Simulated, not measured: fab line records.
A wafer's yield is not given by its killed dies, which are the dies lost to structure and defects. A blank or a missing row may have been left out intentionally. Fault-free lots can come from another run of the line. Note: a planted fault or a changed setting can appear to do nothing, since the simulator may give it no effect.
One fault through the eyes of 2 desks ; flow sky130 ; each desk has only its own numbers; what lay behind them comes last

## FOR THE TOOL OWNER'S DESK: litho_track-03
The tool's own readings at SKY_LDD_P_DEVELOP_06 (develop time 60 s): means of the sampled wafers that have a number, for each lot that ran on this tool. Any lot whose mean is over 4 standard deviations away from the usual mean is out of limits and marked OUT; that distance is given in the brackets.
Columns: A = developer_temp_C at SKY_LDD_P_DEVELOP_06, usual 23.00 C; B = resist_line_temp_C at SKY_LDD_P_DEVELOP_06, usual 23.02 C
lot;first seen here;A;B
L886;day 21 02:31;22.98;22.91
L888;day 21 22:42;22.98;23.01
L890;day 22 09:37;22.97;22.95
L891;day 22 21:22;22.89;23.02
L898;day 25 03:52;23.02;23.03
L900;day 26 04:19;25.32 (+23) OUT;22.95
L901;day 26 04:55;25.19 (+22) OUT;23.08
This desk finds L900, L901 out of limits, L900 being first, at day 26 04:19 (developer_temp_C at SKY_LDD_P_DEVELOP_06). L886, L888, L890, L891, L898 stayed within limits.

## AT THE METROLOGY DESK
What the gauges read for every lot (on any tool): the sampled wafers with a number, averaged. Any lot whose mean is over 4 standard deviations away from the usual mean is out of limits and marked OUT; that distance is given in the brackets.
Columns: A = cd_nm at SKY_LDD_P_CD_MEAS_07, usual 379 nm; B = cd_nm at SKY_VIA2_CD_MEAS_12, usual 200.0 nm
lot;first seen here;A;B
L881;day 19 08:17;380;200.0
L883;day 20 01:53;376;200.2
L886;day 21 02:40;378;198.5
L887;day 21 08:38;383;196.8
L888;day 21 22:50;378;199.0
L890;day 22 09:46;379;200.2
L891;day 22 21:31;381;199.8
L898;day 25 04:01;380;199.5
L900;day 26 04:28;370;200.0
L901;day 26 05:04;371;201.2
L902;day 26 09:29;380;198.9
L904;day 27 07:05;381;201.5
This desk's verdict: no lot among the 12 shows anything out of limits.

## ALL TOGETHER
At day 26 04:19, on L900, L901, the tool owner's desk was in a position to raise an alarm.
At the metrology desk, nothing out of limits was observed.
The metrology desk has L900, L901 on record, within its limits.
Of the lots named, all ran SKY_LDD_P_DEVELOP_06 on litho_track-03.

## WHAT HAD BEEN PUT IN BY THE SIMULATOR
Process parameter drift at SKY_LDD_P_DEVELOP_06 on litho_track-03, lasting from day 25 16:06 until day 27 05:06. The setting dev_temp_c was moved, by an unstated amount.
Struck lots among those shown: L900, L901.
Each desk's first reading out of limits, in hours after the fault started: the tool owner's desk, 12.
